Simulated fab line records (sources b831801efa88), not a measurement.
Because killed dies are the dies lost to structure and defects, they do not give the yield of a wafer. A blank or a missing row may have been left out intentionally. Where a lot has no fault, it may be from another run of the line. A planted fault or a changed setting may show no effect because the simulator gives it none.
Which tool did it? / flow gf180mcu / 21 wafers from 7 lots sampled at 2 of the route's 602 steps

WHAT THE GAUGES READ, wafer by wafer
GF_PSD_CD_MEAS_07: the cd target is 400 nm.
lot=L793; measured=day 15 20:35; on=cd_sem-01; cd_nm (nm)=399.4 402.2 400.3
lot=L796; measured=day 17 17:05; on=cd_sem-01; cd_nm (nm)=397.8 397.2 396.1
lot=L801; measured=day 18 16:03; on=cd_sem-01; cd_nm (nm)=400.9 398.9 401.0
lot=L802; measured=day 19 01:55; on=cd_sem-01; cd_nm (nm)=- - -
lot=L804; measured=day 19 23:59; on=cd_sem-01; cd_nm (nm)=- - -
lot=L808; measured=day 20 17:05; on=cd_sem-01; cd_nm (nm)=403.1 402.3 400.9
lot=L811; measured=day 21 12:41; on=cd_sem-02; cd_nm (nm)=398.4 399.3 399.6

WHICH TOOL RAN EACH LOT (tool, then ch and the chambers of the sampled wafers, then the start)
lot=L793; GF_PSD_COAT_02=litho_track-02 ch 0, day 15 09:21
lot=L796; GF_PSD_COAT_02=litho_track-02 ch 0, day 17 04:53
lot=L801; GF_PSD_COAT_02=litho_track-04 ch 0, day 18 03:31
lot=L802; GF_PSD_COAT_02=litho_track-02, day 18 13:52
lot=L804; GF_PSD_COAT_02=litho_track-03, day 19 12:02
lot=L808; GF_PSD_COAT_02=litho_track-02 ch 0, day 20 04:43
lot=L811; GF_PSD_COAT_02=litho_track-02 ch 0, day 21 01:11
- GF_PSD_COAT_02: resist thk 1000 nm.

THE ANSWER, worked out from the rows above alone
Rule: the usual values come from the lots themselves. The widest of any qualifying gaps counts: lots, ordered by their means at a reading, are off when they make up no more than a third of the lots, leave a main group of 4 or more, and stand apart from it by 3 or more times the standard deviation of that group's means. If all means in a main group match to the digits the tables above print for the reading, that group is not used. Also off: a lot with no number at a reading for which 4 or more lots have one. Where the step has rows for the other lots, those lots are counted as sound.
Off, at GF_PSD_CD_MEAS_07 on cd_nm: L802, L804. Without a number there: L802, L804. Main group: mean 399.8 nm, sd 1.7.
If a tool, at a process step before that reading, ran all the lots that are off and no sound lot after the first of them, it fits. Gauges at GF_PSD_CD_MEAS_07: tried the same way as those tools. None of those tried fits.

WHAT WAS PUT IN BY THE SIMULATOR
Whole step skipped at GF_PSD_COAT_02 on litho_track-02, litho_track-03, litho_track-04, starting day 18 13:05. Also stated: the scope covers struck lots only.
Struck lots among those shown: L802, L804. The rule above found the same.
